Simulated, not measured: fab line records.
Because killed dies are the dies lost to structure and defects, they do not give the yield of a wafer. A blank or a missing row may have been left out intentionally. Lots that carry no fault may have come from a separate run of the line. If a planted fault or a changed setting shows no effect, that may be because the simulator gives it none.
Matching of chambers :: flow gf180mcu :: 3 sister chambers for GF_V1_CMP_26 on cmp-01
The step polishes, stops on SiO2, t overpolish 15 s, target thk 0 nm. 14 wafers are shown with their chamber, then 4 later ones without.

== WAFERS, EACH WITH ITS CHAMBER ==
wafer: L273.1
chamber: 2
motor current A (A): 10.2
overpolish run s (s): 15.020
time to endpoint s (s): 92

wafer: L273.2
chamber: 0
motor current A (A): 9.8
overpolish run s (s): 14.989
time to endpoint s (s): 96

wafer: L273.6
chamber: 2
motor current A (A): 10.5
overpolish run s (s): 15.009
time to endpoint s (s): 92

wafer: L274.1
chamber: 2
motor current A (A): 10.6
overpolish run s (s): 15.007
time to endpoint s (s): 86

wafer: L274.4
chamber: 0
motor current A (A): 11.0
overpolish run s (s): 15.016
time to endpoint s (s): 90

wafer: L274.6
chamber: 0
motor current A (A): 10.4
overpolish run s (s): 15.001
time to endpoint s (s): 90

wafer: L275.2
chamber: 2
motor current A (A): 10.2
overpolish run s (s): 15.002
time to endpoint s (s): 87

wafer: L275.5
chamber: 3
motor current A (A): 13.1
overpolish run s (s): 14.996
time to endpoint s (s): 87

wafer: L275.6
chamber: 2
motor current A (A): 10.2
overpolish run s (s): 15.000
time to endpoint s (s): 90

wafer: L278.1
chamber: 2
motor current A (A): 10.2
overpolish run s (s): 14.996
time to endpoint s (s): 84

wafer: L278.3
chamber: 0
motor current A (A): 10.6
overpolish run s (s): 14.997
time to endpoint s (s): 89

wafer: L278.6
chamber: 2
motor current A (A): 10.0
overpolish run s (s): 14.996
time to endpoint s (s): 88

wafer: L279.1
chamber: 0
motor current A (A): 10.2
overpolish run s (s): 15.003
time to endpoint s (s): 85

wafer: L279.5
chamber: 2
motor current A (A): 10.7
overpolish run s (s): 15.004
time to endpoint s (s): 84

SIGNATURES, as means of the wafers listed above
reading: motor current A
chamber 0: 10.400
chamber 2: 10.325
chamber 3: 13.100
scatter within a chamber: 0.332

reading: overpolish run s
chamber 0: 15.00120
chamber 2: 15.00425
chamber 3: 14.99600
scatter within a chamber: 0.00867

reading: time to endpoint s
chamber 0: 90.00
chamber 2: 87.88
chamber 3: 87.00
scatter within a chamber: 3.5
Rule: distance of a wafer from a chamber = root of the sum over the readings of ((wafer's reading minus chamber's mean) / reading's scatter) squared. If the next closest chamber is less than 2 further off than the closest, the wafer can't be placed; otherwise it belongs to the closest. The scatter: take each reading less its chamber's mean, square it, sum over the shown wafers, divide by the number of wafers less the number of chambers, and take the root.

== WAFERS WITH NO CHAMBER GIVEN ==
wafer: L288.2
motor current A (A): 14.2
overpolish run s (s): 14.989
time to endpoint s (s): 89

wafer: L288.4
motor current A (A): 10.0
overpolish run s (s): 14.991
time to endpoint s (s): 89

wafer: L293.5
motor current A (A): 13.2
overpolish run s (s): 14.997
time to endpoint s (s): 84

wafer: L293.6
motor current A (A): 10.5
overpolish run s (s): 15.004
time to endpoint s (s): 88

== EACH ONE'S CHAMBER ==
wafer: L288.2
from the rows above: 3
in truth: 3

wafer: L288.4
from the rows above: can't be placed: 0 or 2
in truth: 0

wafer: L293.5
from the rows above: 3
in truth: 3

wafer: L293.6
from the rows above: can't be placed: 2 or 0
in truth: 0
Correctly placed: 2 of 4. Can't be placed from these rows: 2 (the true chamber is among the candidates in 2). Placed wrongly: 0.
